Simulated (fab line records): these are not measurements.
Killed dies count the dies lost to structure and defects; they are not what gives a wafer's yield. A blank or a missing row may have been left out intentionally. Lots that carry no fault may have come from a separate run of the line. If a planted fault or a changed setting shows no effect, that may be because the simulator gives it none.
Comparing a struck lot with a sound one | flow gf180mcu | 14 out of 602 route steps
Sound: these wafers, L728.1, L728.2, L728.3. Wafers struck: L732.2, L732.4, L732.5. The cause is given at the end.
Each step with rows lists, per side, the tool, then ch with its chambers, then its first start. Under that, the readings that differ: sound wafers | struck wafers | difference of the means | sigmas: that difference in standard deviations of wafers without a fault.
alike: same words and numbers on both sides, and readings whose means sit less than 2 such deviations apart. not compared: any withheld reading, any reading some wafer has no value for, any bound like >300 that may hide the same value, and any number with overlapping values for which the record gives no deviation.
Wherever a step has rows on one side only, a row that says differs or no value, or a row with sigmas, the two part there. When numbers do not overlap yet have no deviation, they are printed without sigmas and do not part them. A reading missing from all wafers of one side parts the sides only when that side holds two or more wafers.

first, 2 steps without rows for these wafers: GF_LVPWELL_PEB_05; GF_LVPWELL_DEVELOP_06 (develop time 60 s).
GF_LVPWELL_OVL_MEAS_07:
  sound on overlay-02 at day 4 12:37; struck on overlay-02 at day 5 11:59
  alike: LVPWELL_OVL
then, 2 steps without rows for these wafers: GF_LVPWELL_IMPLANT_08; GF_LVPWELL_IMPLANT_09.
GF_LVPWELL_STRIP_10: strips in O2/N2.
  sound on plasma asher-03 ch 0,1, day 4 12:56; struck on plasma asher-01 ch 1, day 5 12:19
  alike: drypump motor current A, heater power w, o2 flow sccm, oes product au, platen temp c, strip time to endpoint s
  not compared: rf hours counter h
GF_LVPWELL_TW_MEAS_11:
  sound on film metro-04 at day 4 13:02; struck on film metro-01 at day 5 12:25
  reading    | sound             | struck            | difference | sigmas
  LVPWELL_TW | 562.6 560.1 561.0 | 556.5 555.4 557.0 | -4.9       | -2
then, 5 steps without rows for these wafers: GF_MVSD_DEHYDRATE_00 (time 60 s); GF_MVSD_HMDS_01 (prime time 60 s); GF_MVSD_COAT_02 (resist thk 3000 nm); GF_MVSD_SOFTBAKE_03; GF_MVSD_EXPOSE_04 (exposes mask MVSD, target cd 1000 nm).
GF_MVSD_PEB_05:
  struck on litho track-02, day 6 02:00; sound on litho track-01 ch 0, day 5 02:00
  no value came back on the struck wafers for chill plate temp C (C), exhaust pa (Pa); on the sound wafers chill plate temp C (C) reads 23.06 22.87 22.90
then, 1 step without rows for these wafers: GF_MVSD_DEVELOP_06 (develop time 60 s).

== WHERE THEY PART ==
First at GF_LVPWELL_TW_MEAS_11; last, within this record, at GF_MVSD_PEB_05.

WHY: what the simulator had put in
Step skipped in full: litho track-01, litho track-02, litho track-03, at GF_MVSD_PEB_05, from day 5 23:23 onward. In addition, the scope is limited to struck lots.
